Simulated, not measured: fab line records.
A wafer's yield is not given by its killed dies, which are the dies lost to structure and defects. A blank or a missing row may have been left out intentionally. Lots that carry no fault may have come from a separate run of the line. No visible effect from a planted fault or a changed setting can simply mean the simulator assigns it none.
Split-lot experiment + flow sky130 + 5 lots, 23 wafers read, on a route of 708 steps

ON THE SPLIT
At SKY_SONOS_ONO_EXPOSE_10 (exposes mask ONOM, target cd 410 nm), the setting dose-mj was moved away from the recipe's 150 on 8 of the 23 wafers read, by -4.3% to +7.0%. All remaining wafers had this setting at the recipe value.

FROM THE SPLIT TO THE READING: what the file shows between them, 2 steps
- SKY_SONOS_ONO_PEB_11
- SKY_SONOS_ONO_DEVELOP_12: develop time 60 s

THE READING
cd-nm (nm) at SKY_SONOS_ONO_CD_MEAS_13, where the cd target is 410 nm. Fault-free wafers of this fab line usually give 409.9 nm, standard deviation 2.4 nm.

| wafer  | tool, chamber at the split | dose-mj as run | against the recipe | cd-nm, nm | against lot-mates on the recipe |
|--------|----------------------------|----------------|--------------------|-----------|---------------------------------|
| L074.1 | iline-stepper-02, 0        | 150            | recipe             | 412.7     | -                               |
| L074.2 | iline-stepper-02, 0        | 150            | recipe             | 411.7     | -                               |
| L074.3 | iline-stepper-02, 0        | 143.5          | -4.3%              | 423.4     | +11.3                           |
| L074.4 | iline-stepper-02, 0        | 143.5          | -4.3%              | 425.4     | +13.3                           |
| L074.5 | iline-stepper-02, 0        | 150            | recipe             | 411.9     | -                               |
| L076.1 | iline-stepper-01, 0        | 150            | recipe             | 412.3     | -                               |
| L076.2 | iline-stepper-01, 0        | 160.5          | +7.0%              | 394.4     | -17.4                           |
| L076.3 | iline-stepper-01, 0        | 160.5          | +7.0%              | 393.2     | -18.6                           |
| L076.5 | iline-stepper-01, 0        | 150            | recipe             | 411.3     | -                               |
| L076.6 | iline-stepper-01, 0        | 160.5          | +7.0%              | 393.9     | -17.9                           |
| L081.1 | iline-stepper-01, 0        | 150            | recipe             | 405.8     | -                               |
| L081.2 | iline-stepper-01, 0        | 150            | recipe             | 405.2     | -                               |
| L081.3 | iline-stepper-01, 0        | 150            | recipe             | 407.0     | -                               |
| L081.5 | iline-stepper-01, 0        | 150            | recipe             | 404.8     | -                               |
| L081.6 | iline-stepper-01, 0        | 150            | recipe             | 406.8     | -                               |
| L083.2 | iline-stepper-02, 0        | 150            | recipe             | 407.5     | -                               |
| L083.3 | iline-stepper-02, 0        | 143.7          | -4.2%              | 419.0     | +10.0                           |
| L083.4 | iline-stepper-02, 0        | 143.7          | -4.2%              | 419.3     | +10.3                           |
| L083.5 | iline-stepper-02, 0        | 143.7          | -4.2%              | 419.9     | +10.9                           |
| L083.6 | iline-stepper-02, 0        | 150            | recipe             | 410.5     | -                               |
| L084.1 | iline-stepper-01, 0        | 150            | recipe             | 412.4     | -                               |
| L084.2 | iline-stepper-01, 0        | 150            | recipe             | 411.2     | -                               |
| L084.5 | iline-stepper-01, 0        | 150            | recipe             | 410.6     | -                               |

THE FIT
A straight line over all 23 wafers: cd-nm changes by -2.45 nm for each +1% of dose-mj; r = -0.95; the points scatter about the line by 2.8 nm.
The same after taking each lot's own level away (the mean of its wafers on the recipe; 23 wafers): -2.59 nm for each +1%; r = -0.99; scatter 0.9 nm.
According to that fit, moving dose-mj by its largest amount changes the reading by 18 nm.
Measured against the standard deviation above, the lots' own levels, which go from 405.92 to 412.10 nm, span 2.6 times it.
Consequently the slope shifts little with the lot-to-lot level, the two slopes agreeing.
Check: for one of the wafers moved furthest among these (+7.0%), held out of the fit, the line's prediction against its lot-mates is -18.3 nm. Against them it came out at -17.4 nm.

FURTHER SPLITS ON THESE WAFERS
Before the reading, these wafers also passed through other splits. Each is held against what the fit with the lots' levels taken away leaves over:
| other split on the same wafers        | wafers away from the commonest value | r with cd-nm (lot level and that fit taken away) |
|---------------------------------------|--------------------------------------|--------------------------------------------------|
| SKY_VT_ADJUST_PCH_IMPLANT_08 dose-cm2 | 10                                   | +0.31                                            |
| SKY_SONOS_ONO_OXIDATION_00 ox-time-s  | 10                                   | -0.04                                            |

THE WHOLE CHAIN: every reading that the file lists as answering this split, in the file's order
| step                     | what it does                                                       | reading                                                          | change (the file's fit)              | r (the file's) |
|--------------------------|--------------------------------------------------------------------|------------------------------------------------------------------|--------------------------------------|----------------|
| SKY_SONOS_ONO_CD_MEAS_13 | target cd 410 nm                                                   | cd-nm                                                            | -2.61 nm for each +1% of the setting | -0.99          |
| SKY_SONOS_ONO_ETCH_15    | etches the open film in CHF3/O2, target depth 19.52 nm, time 7.8 s | SONOS_ONO.cd-nm (the simulator's own value, which no gauge read) | -2.64 nm for each +1% of the setting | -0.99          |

THE FILE'S OWN FIT
cd-nm changes by -2.61 nm for each +1% of dose-mj, r = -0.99.
